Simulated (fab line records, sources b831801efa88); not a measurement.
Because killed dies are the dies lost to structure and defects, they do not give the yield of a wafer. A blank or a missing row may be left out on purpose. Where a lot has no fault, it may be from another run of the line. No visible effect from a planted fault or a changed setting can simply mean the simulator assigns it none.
A single fault, viewed from 2 desks -- flow sky130 -- each desk has only its own numbers; what lay behind them comes last

TOOL OWNER'S DESK, cvd w-02
The tool's own readings at SKY_VIA1_CVD_21 (deposits W, target thk 270 nm, time 80.902 s): means of the sampled wafers that have a number, for each lot that ran on this tool. A lot is out of limits, marked OUT, if its mean lies more than 4 standard deviations from the usual mean; the brackets give that distance.
Columns: A = heater power w at SKY_VIA1_CVD_21, usual 780 W
lot,first seen here,A
L866,day 35 01:40,740
L867,day 35 08:45,775
L873,day 37 04:43,773
L874,day 37 13:04,780
L877,day 38 15:16,737
L878,day 39 00:36,753
L879,day 39 03:55,750
L881,day 39 11:10,758
This desk's finding: nothing out of limits on any of the 8 lots.

THE METROLOGY DESK
Means of the sampled wafers that have a number, per lot and without regard to the tool the lot ran on: this is what the gauges read. A lot is out of limits, marked OUT, if its mean lies more than 4 standard deviations from the usual mean; the brackets give that distance.
Columns: A = VIA1_W_RS at SKY_VIA1_RS_MEAS_22, usual 0.425 ohm/sq; B = VIA1_W_THK at SKY_VIA1_THK_MEAS_23, usual 271 nm
lot,first seen here,A,B
L866,day 35 01:45,0.419,278
L867,day 35 08:52,0.422,272
L870,day 36 04:01,0.428,267
L873,day 37 04:50,0.430,268
L874,day 37 13:10,0.421,273
L877,day 38 15:22,0.420,275
L878,day 39 00:43,0.419,275
L879,day 39 04:01,0.216 (-43) OUT,518 (+58) OUT
L881,day 39 11:16,0.216 (-43) OUT,532 (+61) OUT
L882,day 39 22:34,0.424,272
Per this desk, out of limits: L879, L881; the first was L879, day 39 04:01 (VIA1_W_RS at SKY_VIA1_RS_MEAS_22). In limits: L866, L867, L870, L873, L874, L877, L878, L882.

BROUGHT TOGETHER
L879, L881 would have let the metrology desk raise an alarm at day 39 04:01.
The tool owner's desk saw nothing out of limits.
On record at the tool owner's desk: L879, L881, within its limits.
All the named lots went through SKY_VIA1_CVD_21 on cvd w-02.

WHAT WAS PUT IN BY THE SIMULATOR
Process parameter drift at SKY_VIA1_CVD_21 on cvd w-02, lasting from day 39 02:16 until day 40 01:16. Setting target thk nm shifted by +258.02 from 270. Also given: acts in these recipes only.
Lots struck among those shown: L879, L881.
Delay in hours, fault start to first out-of-limits reading, per desk: metrology desk 2.
